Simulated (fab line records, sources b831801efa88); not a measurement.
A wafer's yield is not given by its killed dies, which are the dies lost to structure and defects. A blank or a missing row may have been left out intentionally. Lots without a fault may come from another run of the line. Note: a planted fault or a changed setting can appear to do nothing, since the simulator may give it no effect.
Which tool is to blame? | flow gf180mcu | 13 lots, 39 wafers sampled, at 3 steps of a route of 602

## WHAT THE GAUGES READ, wafer by wafer
GF_VT_IMPLANT_RS_MEAS_48: measures by four-point-probe. Usual: LVPWELL_RS typically reads 1198.4 ohm/sq, with standard deviation 2.5.
lot  | measured     | on            | LVPWELL_RS (ohm/sq)  | flag
L622 | day 7 16:46  | film-metro-01 | 1197.9 1194.3 1195.2 |
L623 | day 8 04:17  | film-metro-01 | 1199.3 1198.9 1197.7 |
L625 | day 8 18:44  | film-metro-04 | 1201.0 1199.1 1201.9 |
L627 | day 9 06:41  | film-metro-02 | 1195.0 1197.9 1196.0 |
L628 | day 9 10:29  | film-metro-01 | 1200.3 1196.4 1200.6 |
L629 | day 9 17:15  | film-metro-01 | 1198.4 1199.5 1197.3 |
L630 | day 10 07:25 | film-metro-01 | 1202.8 1203.5 1195.2 |
L633 | day 11 10:49 | film-metro-02 | 1192.9 1196.4 1199.7 |
L634 | day 11 21:15 | film-metro-02 | 1196.3 1197.1 1196.0 |
L635 | day 11 21:59 | film-metro-02 | 1196.8 1197.2 1195.0 |
L642 | day 13 12:22 | film-metro-01 | 1199.2 1198.1 1194.7 |
L643 | day 13 18:31 | film-metro-01 | 1200.1 1194.9 1195.5 |
L644 | day 14 06:40 | film-metro-02 | 1200.3 1199.0 1199.4 |

GF_POLY_GATE_THK_MEAS_17. Usual: POLY_GATE_OXIDATION_THK typically reads 3.97 nm, with standard deviation 0.08.
lot  | measured     | on            | POLY_GATE_OXIDATION_THK (nm) | flag
L622 | day 9 13:10  | film-metro-04 | 3.98 4.03 4.00               |
L623 | day 9 21:58  | film-metro-03 | 4.03 4.06 3.98               |
L625 | day 10 13:23 | film-metro-02 | 3.90 3.91 3.87               |
L627 | day 11 01:15 | film-metro-04 | 3.88 3.88 3.96               |
L628 | day 11 05:07 | film-metro-02 | 4.01 3.91 3.96               |
L629 | day 11 13:33 | film-metro-02 | 4.01 4.00 4.04               |
L630 | day 12 05:29 | film-metro-04 | 4.08 4.06 4.11               |
L633 | day 13 09:13 | film-metro-03 | 4.05 3.99 4.08               |
L634 | day 14 01:04 | film-metro-04 | 3.96 3.87 3.90               |
L635 | day 14 01:06 | film-metro-03 | 4.04 4.04 3.99               |
L642 | day 15 15:14 | film-metro-02 | 3.90 3.84 3.82               |
L643 | day 15 22:18 | film-metro-03 | 4.02 4.04 3.93               |
L644 | day 16 09:16 | film-metro-02 | 4.00 4.02 4.02               |

## EACH LOT AND THE TOOL THAT RAN IT (in order: tool; ch and the chambers of the sampled wafers; start)
lot  | GF_VT_IMPLANT_RTA_45
L622 | rtp-anneal-01 ch 0, day 7 16:26
L623 | rtp-anneal-01 ch 0, day 8 03:57
L625 | rtp-anneal-01 ch 0, day 8 18:24
L627 | rtp-anneal-02 ch 0, day 9 06:21
L628 | rtp-anneal-02 ch 0, day 9 10:08
L629 | rtp-anneal-02 ch 0, day 9 16:55
L630 | rtp-anneal-02 ch 0, day 10 07:04
L633 | rtp-anneal-01 ch 0, day 11 10:29
L634 | rtp-anneal-02 ch 0, day 11 20:55
L635 | rtp-anneal-01 ch 0, day 11 21:38
L642 | rtp-anneal-01 ch 0, day 13 12:02
L643 | rtp-anneal-02 ch 0, day 13 18:10
L644 | rtp-anneal-02 ch 0, day 14 06:19
- GF_VT_IMPLANT_RTA_45: time 30 s.

## WHAT THE TOOLS THEMSELVES READ (means of the sampled wafers that have a number; where no wafer has one, the mark that the record gives instead)
GF_VT_IMPLANT_RTA_45. Usual: chamber-o2-ppm 2.008, standard deviation 0.021; lamp-power-pct 37.4 %, standard deviation 1.6; wafer_temp_C_max 1054.0, standard deviation 1.5.
lot  | tool          | chamber-o2-ppm | lamp-power-pct (%) | wafer_temp_C_max | flag
L622 | rtp-anneal-01 | 2.020          | 39.5               | 1052.5           |
L623 | rtp-anneal-01 | 1.993          | 39.5               | 1052.6           |
L625 | rtp-anneal-01 | 2.006          | 39.5               | 1053.0           |
L627 | rtp-anneal-02 | 2.049          | 36.1               | 1055.1           |
L628 | rtp-anneal-02 | 2.018          | 36.2               | 1055.8           |
L629 | rtp-anneal-02 | 2.011          | 36.1               | 1054.8           |
L630 | rtp-anneal-02 | 2.000          | 36.1               | 1054.6           |
L633 | rtp-anneal-01 | 2.031          | 39.5               | 1052.7           |
L634 | rtp-anneal-02 | 2.004          | 36.1               | 1054.8           |
L635 | rtp-anneal-01 | 2.008          | 39.5               | 1052.5           |
L642 | rtp-anneal-01 | 2.009          | 39.5               | 1052.5           |
L643 | rtp-anneal-02 | 1.984          | 36.1               | 1054.6           |
L644 | rtp-anneal-02 | 2.018          | 36.1               | 1054.6           |

## THE ANSWER, worked out from the rows above alone
Rule: a lot is off if the mean of its wafers that have a number lies more than 3 standard deviations from the usual mean. Also off: a lot with no number at a reading for which 4 or more lots have one. All remaining lots with rows at the step are treated as sound. The gauges are gone through in route order, then the tools' own readings, and for those a lot's mean is taken as printed above. At the first step where some lot is off, the reading lying furthest off is the one used; lots without a number count as furthest.
None of the lots is off at any reading shown; this tells nothing.

## WHAT THE SIMULATOR HAD PUT IN
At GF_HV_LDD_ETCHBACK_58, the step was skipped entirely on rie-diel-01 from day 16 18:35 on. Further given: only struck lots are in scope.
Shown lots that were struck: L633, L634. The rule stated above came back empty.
